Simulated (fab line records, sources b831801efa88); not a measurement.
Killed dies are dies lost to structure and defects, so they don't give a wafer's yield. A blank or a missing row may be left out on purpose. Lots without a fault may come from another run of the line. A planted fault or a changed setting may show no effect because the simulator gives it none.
Problem report in the 8D (eight disciplines) form, filled by code | flow sky130 | the parts of the form that need people (team, actions taken, sign-off) are left out

1. THE PROBLEM
VT_ADJUST_HVTP_TW at SKY_VT_ADJUST_HVTP_TW_MEAS_11 reads a mean of 1395 on 6 wafers of 2 lots; wafers without a fault read 1344 with a standard deviation of 6.4. That is +7.9 standard deviations from the usual mean.
First seen on wafer L817.3, day 8 04:23, on film_metro-01. The record holds 39 wafers of 13 lots with a number at this step. Rule for "out", or "out of limits": more than 4 standard deviations from the usual mean. The other wafers with a number count as sound.

2. WHAT IT IS AND WHAT IT IS NOT
question                    | is                     | is not
which readings at this step | VT_ADJUST_HVTP_TW      | -
which lots                  | L817, L819             | L809, L810, L811, L812, L813, L821, L826, L828, L830, L831, L832
which wafers of those lots  | all that have a number | -
read on which gauges        | film_metro-01          | film_metro-02, film_metro-03
when                        | from day 8 04:23       | up to then (15 sound wafers); but 18 sound wafers of L821, L826, L828, L830, L831, L832 came after

3. SUSPECTS, AND WHAT RULES EACH OUT
Counting: a tool at a process step up to the reading stays a suspect if it ran every lot that is out and no sound lot after the first of them.
- the gauge at SKY_VT_ADJUST_HVTP_TW_MEAS_11: ruled out. All the wafers that are out were read on film_metro-01, but those of them that SKY_VT_ADJUST_HVTP_IMPLANT_09 has rows for are out there too, on other tools.
- implanter-04 at SKY_VT_ADJUST_HVTP_IMPLANT_09: ruled out as a lasting fault. Sound lots L830, L831 ran on it after its first lot that is out, L817 (day 8 04:10).
Left after counting: nothing in the record.

4. THE CAUSE (what the simulator had put in)
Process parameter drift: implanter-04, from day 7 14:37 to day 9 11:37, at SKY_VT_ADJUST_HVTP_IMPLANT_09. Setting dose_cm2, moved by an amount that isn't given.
Counting ruled it out, wrongly: the rule takes a fault to strike every lot that its tool runs from its start on, and this one did not.

5. THE CHAIN OF EFFECTS, in route order
Each row: a reading whose mean over the struck wafers that have a number lies more than 3 standard deviations from the usual. Only readings for which the record gives a usual standard deviation are gone through. hours: the time from each lot's start at the first step in this table that gives one to its start at this step, as a median over the lots. sigmas: the change in usual standard deviations.
hours | step                          | reading            | usual     | on struck wafers | change     | sigmas
0     | SKY_VT_ADJUST_HVTP_IMPLANT_09 | dose_ions_cm2      | 4.299e+12 | 4.775e+12        | +4.763e+11 | +99 or more
0     | SKY_VT_ADJUST_HVTP_IMPLANT_09 | faraday_current_uA | 24.3      | 26.8             | +2.5       | +4.7
0     | SKY_VT_ADJUST_HVTP_TW_MEAS_11 | VT_ADJUST_HVTP_TW  | 1344      | 1395             | +51        | +7.9
The process steps in it:
- SKY_VT_ADJUST_HVTP_IMPLANT_09

6. WHAT WOULD HAVE CAUGHT IT SOONER
In this record the first reading out of limits at a measuring or inspecting step was taken at day 8 04:23, 14 hours after the fault began at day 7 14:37.
The tool's own readings at SKY_VT_ADJUST_HVTP_IMPLANT_09 were out on every struck wafer that the step has a row for (dose_ions_cm2): an alarm limit on them would have fired on the first of those.
